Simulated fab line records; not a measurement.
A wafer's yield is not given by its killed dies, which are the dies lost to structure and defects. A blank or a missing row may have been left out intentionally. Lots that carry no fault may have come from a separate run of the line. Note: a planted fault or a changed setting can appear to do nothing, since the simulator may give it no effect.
8D (eight disciplines) problem report, filled in by code / flow sky130 / the parts of the form that need people (team, actions taken, sign-off) are left out

## 1. WHAT WENT WRONG
At SKY_VT_ADJUST_LVTN_STRIP_20, strip time to endpoint s averages 13.42 s over 6 wafers from 2 lots, while fault-free wafers read 14.19 s, standard deviation 0.042. Measured from the usual mean, that is -18 standard deviations.
The step: strips in O2/N2.
First observed at day 11 23:46: wafer L789.2, on plasma asher-01. Wafers with a number at this step in the record: 36, from 12 lots. Rule for "out" (also "out of limits"): further than 4 standard deviations from the usual mean. Any other wafer with a number is counted as sound.

## 2. WHAT IT IS AND WHAT IT IS NOT
question=which readings at this step | is=strip time to endpoint s | is not=drypump motor current A, oes product au
question=which lots | is=L789, L790 | is not=L776, L777, L779, L782, L791, L793, L795, L796, L798, L799
question=which wafers of those lots | is=all that have a number | is not=-
question=read on which tools | is=plasma asher-01, plasma asher-03 | is not=plasma asher-02
question=when | is=from day 11 23:46 | is not=up to then (12 sound wafers); but 18 sound wafers of L791, L793, L795, L796, L798, L799 came after

## 3. WHAT RULES OUT EACH SUSPECT
Counting: a tool stays on the suspect list if, at a process step up to the reading, it processed all lots that are out and no sound lot following the first of them.
- litho track-03 at SKY_VT_ADJUST_LVTN_COAT_13 (resist thk 1140 nm): kept. Every lot that is out went through it, starting with L789 (day 11 12:04), and after that it ran no sound lot; the last sound lot it ran before then is L782 (day 9 22:26).
The count leaves litho track-03 at SKY_VT_ADJUST_LVTN_COAT_13.

## 4. THE CAUSE (what the simulator had put in)
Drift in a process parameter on litho track-03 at SKY_VT_ADJUST_LVTN_COAT_13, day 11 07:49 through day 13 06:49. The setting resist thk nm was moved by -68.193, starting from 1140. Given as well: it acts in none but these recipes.
This tool alone remained once counting was done.

## 5. SEQUENCE OF EFFECTS, ordered by route
One row per reading whose mean, taken over the struck wafers that have a number, lies over 3 standard deviations from the usual. Scope: only readings with a usual standard deviation given in the record; hours: median across lots of the time from each lot's start at the first step in this table that gives one to its start at this step; sigmas: change in usual standard deviations.
hours=0; step=SKY_VT_ADJUST_LVTN_STRIP_20; reading=strip time to endpoint s; usual=14.19 s; on struck wafers=13.42; change=-0.77; sigmas=-18
Here are the process steps it includes:
- SKY_VT_ADJUST_LVTN_STRIP_20: strips in O2/N2.
Later steps that measure or inspect, where all struck wafers having a row at the step show a number for every such reading and not one has moved that far: SKY_LDD_N_TW_MEAS_17.

## 6. HOW IT WOULD HAVE BEEN CAUGHT EARLIER
16 hours passed between the start of the fault at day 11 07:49 and the first reading out of limits in this record, taken at day 11 23:46.
All the lots that are out (2) had begun SKY_VT_ADJUST_LVTN_COAT_13 on litho track-03 by day 11 23:46. Holding the tool at that point would not have protected any of them.
